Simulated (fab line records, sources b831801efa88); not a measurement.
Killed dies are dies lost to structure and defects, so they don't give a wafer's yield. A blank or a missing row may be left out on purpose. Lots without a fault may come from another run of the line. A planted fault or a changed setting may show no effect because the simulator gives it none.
One fault seen from 2 desks | flow sky130 | each desk has only its own numbers; what lay behind them comes last

THE METROLOGY DESK
What the gauges read, lot by lot, whatever tool the lot ran on: means of the sampled wafers that have a number. A lot is out of limits, marked OUT, if its mean lies more than 4 standard deviations from the usual mean; the brackets give that distance.
Columns: A = LI_CONTACT_BOW at SKY_LI_CONTACT_BOW_MEAS_03, usual 57 um; B = cd_nm at SKY_LI_CONTACT_CD_MEAS_12, usual 169.9 nm; C = LI_CONTACT_OVL at SKY_LI_CONTACT_OVL_MEAS_13, usual 0 nm
lot  | first seen here | A  | B     | C
L511 | day 28 00:49    | 50 | 170.4 | -1
L522 | day 32 09:18    | 58 | 169.6 | -3
L523 | day 32 15:58    | 67 | 170.6 | -6
L525 | day 34 02:51    | 62 | 167.6 | 3
L533 | day 35 12:34    | 55 | 169.0 | 0
L534 | day 35 14:24    | 61 | 169.5 | 0
This desk's finding: nothing out of limits on any of the 6 lots.

THE TOOL OWNER'S DESK: rie_diel-02
The tool's own readings at SKY_LI_CONTACT_ETCH_14 (etches BARC in N2/H2, stops on SiO2, time 45.9 s, target depth 60 nm): means of the sampled wafers that have a number, for each lot that ran on this tool. A lot is out of limits, marked OUT, if its mean lies more than 4 standard deviations from the usual mean; the brackets give that distance.
Columns: A = bias_w at SKY_LI_CONTACT_ETCH_14, usual 100.0 W; B = drypump_motor_current_A at SKY_LI_CONTACT_ETCH_14, usual 5.7 A; C = oes_product_au at SKY_LI_CONTACT_ETCH_14, usual 0.854 a.u.; D = rf_fwd_power_W at SKY_LI_CONTACT_ETCH_14, usual 494.4 W; E = throttle_valve_pct at SKY_LI_CONTACT_ETCH_14, usual 13.224 %
lot  | first seen here | A              | B   | C     | D     | E
L511 | day 29 04:56    | 100.3          | 5.9 | 0.851 | 493.7 | 13.235
L522 | day 33 12:42    | 79.6 (-64) OUT | 6.0 | 0.853 | 494.8 | 13.234
L523 | day 33 19:02    | 79.4 (-64) OUT | 5.7 | 0.855 | 493.5 | 13.224
L533 | day 36 13:51    | 100.0          | 6.1 | 0.855 | 495.0 | 13.227
This desk's finding: out of limits on L522, L523; first on L522, day 33 12:42 (bias_w at SKY_LI_CONTACT_ETCH_14). In limits: L511, L533.

PUT TOGETHER
The tool owner's desk could have raised an alarm at day 33 12:42, on L522, L523.
The metrology desk saw nothing out of limits.
The metrology desk has L522, L523 on record, within its limits.
Of the lots named, all ran SKY_LI_CONTACT_ETCH_14 on rie_diel-02.

WHAT THE SIMULATOR HAD PUT IN
Process parameter drift: rie_diel-02, from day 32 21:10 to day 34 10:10, at SKY_LI_CONTACT_ETCH_14. Setting bias_w, moved by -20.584, from 100. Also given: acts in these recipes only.
Lots struck among those shown: L522, L523.
Hours from the fault's start to each desk's first reading out of limits: the tool owner's desk, 16.
